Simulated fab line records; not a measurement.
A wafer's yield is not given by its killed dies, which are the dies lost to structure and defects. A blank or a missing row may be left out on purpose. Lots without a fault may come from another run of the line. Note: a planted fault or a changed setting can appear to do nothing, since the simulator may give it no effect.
Matching of chambers ; flow gf180mcu ; 4 sister chambers for GF_M5_ETCH_09 on rie_diel-04
The step etches Si3N4 in CF4/O2, target depth 52 nm, time 11.6 s. 4 wafers are shown with their chamber, then 11 later ones without.

== EACH WAFER AND ITS CHAMBER ==
wafer;chamber;drypump_motor_current_A (A)
L090.2;3;5.7
L091.2;2;5.1
L091.6;1;6.5
L092.1;0;6.0

== WAFERS WITH NO CHAMBER GIVEN ==
wafer;drypump_motor_current_A (A)
L092.4;5.1
L092.5;6.5
L093.3;5.1
L093.4;6.0
L093.6;5.1
L095.2;6.0
L095.3;5.7
L095.6;6.0
L097.4;6.6
L097.5;6.5
L097.6;6.0

== WHICH CHAMBER EACH WENT THROUGH ==
wafer;from the rows above;in truth
L092.4;2;2
L092.5;1;1
L093.3;2;2
L093.4;0;0
L093.6;2;2
L095.2;0;0
L095.3;3;3
L095.6;0;0
L097.4;1;1
L097.5;1;1
L097.6;0;0
11 of 11 placed correctly. From these rows, 0 cannot be placed. Wrongly placed: 0.
How it was worked out, from the rows above alone: a wafer's distance from a chamber is the root of the sum, over the readings, of the square of ((its reading less the chamber's mean) divided by the reading's scatter). If the next closest chamber is less than 2 further off than the closest, the wafer can't be placed; otherwise it belongs to the closest. For every chamber, the mean is computed from those of its wafers that are shown. The scatter: root of mean squared gap, hidden wafer to nearest shown wafer, with one shown wafer a chamber.
